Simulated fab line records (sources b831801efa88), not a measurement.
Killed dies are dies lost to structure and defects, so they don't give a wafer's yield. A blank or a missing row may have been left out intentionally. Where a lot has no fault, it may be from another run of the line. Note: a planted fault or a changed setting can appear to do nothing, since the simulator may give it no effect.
A struck lot beside a sound one ; flow sky130 ; 15 steps out of a route of 708
Sound: these wafers, L139.1, L139.5, L139.6. The struck wafers were L147.1, L147.2, L147.3. The cause is named last.
Each step with rows lists, per side, the tool, then ch with its chambers, then its first start. Under that, the readings that differ: sound wafers ; struck wafers ; difference of the means ; sigmas: that difference in standard deviations of wafers without a fault.
alike: readings whose means differ by less than 2 such deviations, and words and numbers that are the same on both sides. not compared: withheld readings, readings that some wafer has no value for, bounds like >300 that may hide the same value, and numbers for which the record gives no deviation and whose values overlap.
Wherever a step has rows on one side only, a row that says differs or no value, or a row with sigmas, the two part there. Numbers that don't overlap but have no deviation are shown without sigmas and don't part them. A reading that every wafer of one side lacks parts them only if that side has two wafers or more.

first, 2 steps without rows for these wafers: SKY_GATE_OXIDE_IMPLANT_11; SKY_GATE_OXIDE_WET_ETCH_12 (etches SiO2 in dHF, target depth 16.8 nm, time 336 s).
SKY_GATE_OXIDE_STRIP_13: strips in O2/N2.
  sound on plasmaAsher-04 ch 0,1, day 16 06:22; struck on plasmaAsher-04 ch 0,1, day 19 19:42
  alike: drypumpMotorCurrentA, oesProductAu, stripTimeToEndpointS
  not compared: rfHoursCounterH
SKY_GATE_OXIDE_TW_MEAS_14:
  sound: filmMetro-02 at day 16 06:28; struck: filmMetro-01 at day 19 19:48
reading;sound;struck;difference;sigmas
GATE_OXIDE_TW;225.7 225.1 225.7;222.6 221.9 221.4;-3.5;-2
then, 3 steps without rows for these wafers: SKY_GATE_OXIDE_CLEAN_15 (cleans in SC1/SC2, time 150 s); SKY_GATE_OXIDE_OXIDATION_16 (stabilise 600 s, purge 300 s, target thk 3.57 nm); SKY_POLY_GATE_CVD_00 (deposits poly-Si, target thk 180 nm, time 720 s).
SKY_POLY_GATE_THK_MEAS_01:
  sound: filmMetro-03 at day 16 09:22; struck: filmMetro-03 at day 19 22:54
  alike: POLY_GATE_CVD_00_THK
then, 4 steps without rows for these wafers: SKY_RES_PROTECT_DEHYDRATE_00 (time 60 s); SKY_RES_PROTECT_HMDS_01 (prime time 60 s); SKY_RES_PROTECT_COAT_02 (resist thk 1140 nm); SKY_RES_PROTECT_SOFTBAKE_03 (time 60 s).
SKY_RES_PROTECT_EXPOSE_04: exposes mask RPM, target cd 1270 nm.
  sound on ilineStepper-02 ch 0, day 16 23:20; struck on ilineStepper-02 ch 0, day 20 14:11
reading;sound;struck;difference;sigmas
mask;RPM#0 RPM#0 RPM#0;RPM_R1#0 RPM_R1#0 RPM_R1#0;differs;
then, 1 step without rows for these wafers: SKY_RES_PROTECT_PEB_05.
-- the record jumps here: 29 days lie between the struck wafers' starts before and after (it left off in module RES_PROTECT and takes up again in module PAD_OPEN, whose first step shown is number 708 of the route) --
SKY_PAD_OPEN_PROBE_99:
  sound: prober-02 at day 47 14:16; struck: prober-02 at day 49 20:31
reading;sound;struck;difference;sigmas
hold;- - -;awaitDispo/3.0h/release awaitDispo/3.0h/release awaitDispo/3.0h/release;no value on the sound wafers;
killedAtOther;0 0 0;87 83 85;+85;+99 or more
killedDies;90 91 85;180 171 186;+90;+10
killedOnRim;18 18 13;55 47 60;+38;+10
  alike: killed_at_M0_to_M3, killed_at_M4_up, killedAtContacts, killedAtFrontEnd, killedOpen, killedShort

## WHERE THEY PART
First at SKY_GATE_OXIDE_TW_MEAS_14; last, within this record, at SKY_PAD_OPEN_PROBE_99.

WHY: what had been put in by the simulator
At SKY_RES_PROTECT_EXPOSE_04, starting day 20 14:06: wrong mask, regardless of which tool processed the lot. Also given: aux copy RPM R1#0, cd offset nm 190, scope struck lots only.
